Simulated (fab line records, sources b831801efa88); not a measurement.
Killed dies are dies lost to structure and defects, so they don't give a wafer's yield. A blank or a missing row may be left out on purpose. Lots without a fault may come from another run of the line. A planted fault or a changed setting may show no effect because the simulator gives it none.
A struck lot beside a sound one | flow gf180mcu | 17 steps out of a route of 602
Sound: wafers L475.2, L475.3, L475.4. Struck: wafers L488.1, L488.3, L488.6. The cause comes at the end.
At each step with rows: each side's tool, then ch and its chambers, then its first start. Under that, the readings that differ: sound wafers | struck wafers | difference of the means | sigmas: that difference in standard deviations of wafers without a fault.
alike: readings whose means differ by less than 2 such deviations, and words and numbers that are the same on both sides. not compared: withheld readings, readings that some wafer has no value for, bounds like >300 that may hide the same value, and numbers for which the record gives no deviation and whose values overlap.
The two part at a step that has a row with sigmas, a row that says differs or no value, or rows on one side only. Numbers that don't overlap but have no deviation are shown without sigmas and don't part them. A reading that every wafer of one side lacks parts them only if that side has two wafers or more.

first, 3 steps without rows for these wafers: GF_V3_EXPOSE_11 (exposes mask Via3, target cd 260 nm); GF_V3_PEB_12 (peb time 90 s); GF_V3_DEVELOP_13 (develop time 60 s).
GF_V3_CD_MEAS_14: target cd 260 nm.
  sound on cd_sem-02, day 24 18:49; struck on cd_sem-01, day 28 23:30
  alike: cd_nm
GF_V3_OVL_MEAS_15:
  sound on overlay-01, day 24 18:55; struck on overlay-01, day 28 23:37
  alike: V3_OVL
GF_V3_ETCH_16: etches BARC in N2/H2.
  sound on rie_diel-01 ch 0,1,2, day 24 18:57; struck on rie_diel-04 ch 0,2, day 28 23:39
  alike: drypump_motor_current_A, oes_product_au, throttle_valve_pct
GF_V3_ETCH_17: etches SiO2 in C4F8/O2/Ar, stops on TiN, target depth 635 nm.
  sound on rie_diel-01 ch 0,1,2; struck on rie_diel-04 ch 0,2
  alike: oes_product_au
then, 3 steps without rows for these wafers: GF_V3_STRIP_18 (strips in O2/N2); GF_V3_STRIP_19 (strips in post etch residue remover, time 1200 s); GF_V3_CLEAN_20 (cleans in DIW).
GF_V3_SPUTTER_21: material Ti, target thk 15 nm, time 80.02 s.
  sound on pvd_sputter-02, day 24 19:37; struck on pvd_sputter-01, day 29 00:19
  alike: throttle_valve_pct
GF_V3_SPUTTER_22: material TiN, target thk 10 nm, time 40 s.
  sound on pvd_sputter-02, day 24 19:41; struck on pvd_sputter-01, day 29 00:23
  alike: throttle_valve_pct
GF_V3_CVD_23: deposits W, target thk 350 nm, time 104.9 s.
  sound on cvd_w-02 ch 0,1, day 24 19:43; struck on cvd_w-02 ch 0, day 29 00:25
  reading                          | sound             | struck            | difference | sigmas
  chamber_pressure_Torr (Torr)     | 39.95 39.87 39.86 | 44.98 44.96 45.02 | +5.09      | +59
  model.W_of_V3_CVD_23.thk_nm (nm) | 340.8 342.6 346.9 | 368.2 365.9 363.5 | +22.4      |
  alike: heater_power_w
GF_V3_RS_MEAS_24: measures by four-point-probe.
  sound on film_metro-02, day 24 19:51; struck on film_metro-03, day 29 01:02
  reading          | sound             | struck            | difference | sigmas
  V3_W_RS (ohm/sq) | 0.337 0.335 0.331 | 0.311 0.313 0.316 | -0.021     | -5
  not compared: hold
GF_V3_THK_MEAS_25: measures by xrf.
  sound on film_metro-02, day 24 19:58; struck on film_metro-03, day 29 04:43
  reading       | sound       | struck      | difference | sigmas
  V3_W_THK (nm) | 334 336 341 | 357 355 353 | +18        | +4
  not compared: hold
GF_V3_CMP_26: polishes, stops on SiO2, t overpolish 15 s, target thk 0 nm.
  sound on cmp-01 ch 0,1,3, day 24 20:04; struck on cmp-01 ch 0,1,2, day 29 08:56
  reading | sound | struck                                                                     | difference                   | sigmas
  hold    | - - - | await_dispo/4.1h/release await_dispo/4.1h/release await_dispo/4.1h/release | no value on the sound wafers |
  alike: motor_current_A, slurry_filter_dp_kPa
GF_PASSIVATION_PROBE_99:
  the record has rows for the sound wafers here (prober-02, day 31 00:02) and none for the struck ones

WHERE THEY PART
First at GF_V3_CVD_23; last, within this record, at GF_PASSIVATION_PROBE_99.

WHY: what the simulator had put in
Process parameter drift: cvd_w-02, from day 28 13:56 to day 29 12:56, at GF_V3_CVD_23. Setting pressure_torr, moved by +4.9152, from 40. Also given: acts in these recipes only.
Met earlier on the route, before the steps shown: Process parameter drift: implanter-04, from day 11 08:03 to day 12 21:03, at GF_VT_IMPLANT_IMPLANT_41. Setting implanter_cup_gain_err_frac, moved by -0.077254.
